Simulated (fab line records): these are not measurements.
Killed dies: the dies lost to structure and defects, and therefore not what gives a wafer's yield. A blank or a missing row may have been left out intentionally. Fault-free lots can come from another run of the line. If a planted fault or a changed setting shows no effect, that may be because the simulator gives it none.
A lot that was struck, set against a sound lot	flow sky130	21 steps out of a route of 708
Sound: wafers L111.1, L111.5, L111.6. Wafers struck: L104.2, L104.5, L104.6. At the end, the cause is stated.
Order at every step that has rows: each side's tool, ch and its chambers, its first start. Under that, the readings that differ: sound wafers	struck wafers	difference of the means	sigmas: that difference in standard deviations of wafers without a fault.
alike: a reading whose means differ by less than 2 such deviations, as well as words and numbers matching on both sides. not compared: withheld readings; readings where some wafer has no value; bounds like >300 that might hide an equal value; numbers whose values overlap and for which the record gives no deviation.
A row with sigmas, a row that says differs or no value, or rows on one side alone: a step with any of these is where the two part. Non-overlapping numbers with no deviation appear without sigmas and do not part them. A reading that every wafer of one side lacks parts them only if that side has two wafers or more.

first, 4 steps without rows for these wafers: SKY_VT_ADJUST_HVTP_SOFTBAKE_03 (time 60 s); SKY_VT_ADJUST_HVTP_EXPOSE_04 (exposes mask HVTPM, target cd 380 nm); SKY_VT_ADJUST_HVTP_PEB_05; SKY_VT_ADJUST_HVTP_DEVELOP_06 (develop time 61.06 s).
SKY_VT_ADJUST_HVTP_CD_MEAS_07: the cd target is 380 nm.
  sound: cd-sem-02 at day 11 10:58; struck: cd-sem-01 at day 9 11:01
  alike: cd-nm
SKY_VT_ADJUST_HVTP_OVL_MEAS_08:
  sound: overlay-01 at day 11 11:05; struck: overlay-02 at day 9 11:08
  alike: VT_ADJUST_HVTP_OVL
next, for these wafers, 1 step has no rows: SKY_VT_ADJUST_HVTP_IMPLANT_09.
SKY_VT_ADJUST_HVTP_STRIP_10: strips in O2/N2.
  sound on plasma-asher-03 ch 0,1, day 11 11:17; struck on plasma-asher-01 ch 0,1, day 9 11:19
  alike: drypump-motor-current-A, oes-product-au, strip-time-to-endpoint-s
  not compared: rf-hours-counter-h
SKY_VT_ADJUST_HVTP_TW_MEAS_11:
  sound: film-metro-04 at day 11 11:23; struck: film-metro-04 at day 9 11:25
  alike: VT_ADJUST_HVTP_TW
then, 3 steps without rows for these wafers: SKY_VT_ADJUST_LVTN_DEHYDRATE_00 (time 60 s); SKY_VT_ADJUST_LVTN_HMDS_01 (prime time 60 s); SKY_VT_ADJUST_LVTN_COAT_02 (resist thk 3000 nm).
SKY_VT_ADJUST_LVTN_SOFTBAKE_03:
  sound on litho-track-03 ch 0, day 11 22:27; struck on litho-track-04 ch 0, day 9 22:43
reading	sound	struck	difference	sigmas
heater-power-total-W (W)	65.38 65.12 65.31	54.96 55.07 54.95	-10.28	-79
plate-temp-C (C)	110.18 109.97 109.88	96.91 96.82 96.68	-13.21	-88
then, 2 steps without rows for these wafers: SKY_VT_ADJUST_LVTN_EXPOSE_04 (exposes mask NWM COMPLEMENT LESS NATIVE, target cd 840 nm); SKY_VT_ADJUST_LVTN_PEB_05.
SKY_VT_ADJUST_LVTN_DEVELOP_06: develop time 60 s.
  sound: litho-track-04 ch 0; struck: litho-track-02 ch 0
reading	sound	struck	difference	sigmas
model.coat_of_VT_ADJUST_LVTN_COAT_02.thk-nm (nm)	2996 2990 2991	3101 3103 3107	+111	
SKY_VT_ADJUST_LVTN_OVL_MEAS_07:
  sound: overlay-02 at day 12 10:43; struck: overlay-02 at day 10 10:22
  alike: VT_ADJUST_LVTN_OVL
next, for these wafers, 1 step has no rows: SKY_VT_ADJUST_LVTN_IMPLANT_08.
SKY_VT_ADJUST_LVTN_STRIP_09: strips in O2/N2.
  sound on plasma-asher-03 ch 0,1, day 12 10:55; struck on plasma-asher-02 ch 0,1, day 10 10:33
reading	sound	struck	difference	sigmas
strip-time-to-endpoint-s (s)	36.90 36.85 36.86	38.12 38.15 38.19	+1.28	+13
  alike: drypump-motor-current-A, oes-product-au
  not compared: rf-hours-counter-h
SKY_VT_ADJUST_LVTN_TW_MEAS_10:
  sound: film-metro-04 at day 12 11:01; struck: film-metro-02 at day 10 10:40
  alike: VT_ADJUST_LVTN_TW
-- a jump in the record: the struck wafers' starts before and after are 39 days apart (it breaks off in module VT_ADJUST_LVTN and resumes in module PAD_OPEN, where the first step shown is number 708 of the route) --
SKY_PAD_OPEN_PROBE_99:
  sound: prober-01 at day 50 21:53; struck: prober-02 at day 49 08:34
  alike: killed_at_M0_to_M3, killed_at_M4_up, killed-at-contacts, killed-at-front-end, killed-at-other, killed-dies, killed-on-rim, killed-open, killed-short

## WHERE THEY PART
Earliest at SKY_VT_ADJUST_LVTN_SOFTBAKE_03; latest, in this record, at SKY_VT_ADJUST_LVTN_STRIP_09. Later steps at which nothing parts them and some readings are alike: SKY_VT_ADJUST_LVTN_TW_MEAS_10, SKY_PAD_OPEN_PROBE_99.

WHY: the cause the simulator had injected
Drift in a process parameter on litho-track-04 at SKY_VT_ADJUST_LVTN_SOFTBAKE_03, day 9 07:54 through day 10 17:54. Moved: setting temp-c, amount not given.
